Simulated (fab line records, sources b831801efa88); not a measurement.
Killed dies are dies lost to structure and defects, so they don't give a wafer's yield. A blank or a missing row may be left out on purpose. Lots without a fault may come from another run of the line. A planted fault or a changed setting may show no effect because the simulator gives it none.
One fault seen from 2 desks | flow sky130 | each desk has only its own numbers; what lay behind them comes last

THE METROLOGY DESK
What the gauges read, lot by lot, whatever tool the lot ran on: means of the sampled wafers that have a number. A lot is out of limits, marked OUT, if its mean lies more than 4 standard deviations from the usual mean; the brackets give that distance.
Columns: A = cd_nm at SKY_FIELD_ISO_CD_MEAS_13, usual 150.0 nm; B = cd_nm at SKY_SONOS_TUNNEL_CD_MEAS_07, usual 410.1 nm; C = GATE_OXIDE_TW at SKY_GATE_OXIDE_TW_MEAS_14, usual 224.9
lot  | first seen here | A     | B     | C
L455 | day 2 09:38     | 150.1 | 410.2 | 224.7
L456 | day 2 15:16     | 147.9 | 408.2 | 222.2
L457 | day 2 21:51     | 149.6 | 409.4 | 224.6
L458 | day 3 01:52     | 150.6 | 412.4 | 226.1
L465 | day 4 14:11     | 149.7 | 408.2 | 222.9
L467 | day 5 02:04     | 150.5 | 411.8 | 221.5
L468 | day 5 06:25     | 147.6 | 408.3 | 227.2
L469 | day 5 09:52     | 150.6 | 410.7 | 226.7
L473 | day 6 08:02     | 148.1 | 410.1 | 227.0
L474 | day 6 12:01     | 149.7 | 411.9 | 227.2
L475 | day 6 18:43     | 151.0 | 412.7 | 222.1
L476 | day 7 00:55     | 149.9 | 407.1 | 221.8
L477 | day 7 07:04     | 151.9 | 408.3 | 224.9
This desk's finding: nothing out of limits on any of the 13 lots.

THE TOOL OWNER'S DESK: rie_diel-03
The tool's own readings at SKY_POLY_GATE_ETCH_15 (etches BARC in N2/H2, stops on SiO2, time 118.5 s, target depth 110 nm): means of the sampled wafers that have a number, for each lot that ran on this tool. A lot is out of limits, marked OUT, if its mean lies more than 4 standard deviations from the usual mean; the brackets give that distance.
Columns: A = chamber_pressure_mTorr at SKY_POLY_GATE_ETCH_15, usual 30.001 mTorr; B = drypump_motor_current_A at SKY_POLY_GATE_ETCH_15, usual 5.6 A; C = oes_product_au at SKY_POLY_GATE_ETCH_15, usual 0.716 a.u.; D = throttle_valve_pct at SKY_POLY_GATE_ETCH_15, usual 13.212 %
lot  | first seen here | A                        | B   | C     | D
L455 | day 16 16:19    | 29.969                   | 5.2 | 0.720 | 13.211
L465 | day 20 15:04    | 33.988 (+99 or more) OUT | 5.0 | 0.714 | 13.207
L467 | day 21 14:37    | 32.004 (+77) OUT         | 5.3 | 0.715 | 13.219
L474 | day 23 21:04    | 30.021                   | 5.7 | 0.715 | 13.218
This desk's finding: out of limits on L465, L467; first on L465, day 20 15:04 (chamber_pressure_mTorr at SKY_POLY_GATE_ETCH_15). In limits: L455, L474.

PUT TOGETHER
The tool owner's desk could have raised an alarm at day 20 15:04, on L465, L467.
The metrology desk saw nothing out of limits.
The metrology desk has L465, L467 on record, within its limits.
Of the lots named, all ran SKY_POLY_GATE_ETCH_15 on rie_diel-03.

WHAT THE SIMULATOR HAD PUT IN
Process parameter drift: rie_diel-03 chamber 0, from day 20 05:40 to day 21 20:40, at SKY_POLY_GATE_ETCH_15. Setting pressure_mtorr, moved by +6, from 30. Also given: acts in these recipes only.
Lots struck among those shown: L465, L467.
Hours from the fault's start to each desk's first reading out of limits: the tool owner's desk, 9.
